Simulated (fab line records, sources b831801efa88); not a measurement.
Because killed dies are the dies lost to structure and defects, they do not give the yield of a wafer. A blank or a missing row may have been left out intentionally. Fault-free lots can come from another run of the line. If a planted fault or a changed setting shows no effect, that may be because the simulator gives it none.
Which of the tools did it?    flow gf180mcu    18 wafers from 6 lots sampled at 2 of the route's 602 steps

== WHAT THE GAUGES SHOWED, per wafer ==
GF_V5_BOW_MEAS_05.
lot   measured      on             V5_BOW (um)
L434  day 27 05:25  film-metro-03  124 117 122
L436  day 28 06:32  film-metro-04  132 135 127
L438  day 28 13:37  film-metro-01  111 113 115
L441  day 29 11:54  film-metro-03  128 142 120
L450  day 32 06:44  film-metro-01  130 126 131
L453  day 32 17:23  film-metro-03  146 136 134

== WHICH TOOL RAN EACH LOT (tool, then ch and the chambers of the sampled wafers, then the start) ==
lot   GF_M1_SPUTTER_04
L434  pvd-sputter-01, day 17 04:42
L436  pvd-sputter-04, day 18 05:34
L438  pvd-sputter-01, day 18 15:58
L441  pvd-sputter-04, day 19 18:57
L450  pvd-sputter-01, day 23 12:16
L453  pvd-sputter-04, day 24 01:27
- GF_M1_SPUTTER_04: material TiN, target thk 50 nm, time 41.7 s.

== THE ANSWER, worked out from the rows above alone ==
Rule: the lots themselves supply what counts as usual. Put in order of their means at a reading, lots are off if they are a third of the lots or fewer, leave a main group of 4 or more, and stand apart from it by a gap of 3 or more times the standard deviation of the main group's means; of several such gaps the widest counts. Not used: any main group whose means are identical at the precision the tables above print for the reading. A lot without any number at a reading at which 4 lots or more have one is off too. All remaining lots with rows at the step are treated as sound.
Nothing can be told from this: no lot is off at any reading shown.

== WHAT THE SIMULATOR HAD INSERTED ==
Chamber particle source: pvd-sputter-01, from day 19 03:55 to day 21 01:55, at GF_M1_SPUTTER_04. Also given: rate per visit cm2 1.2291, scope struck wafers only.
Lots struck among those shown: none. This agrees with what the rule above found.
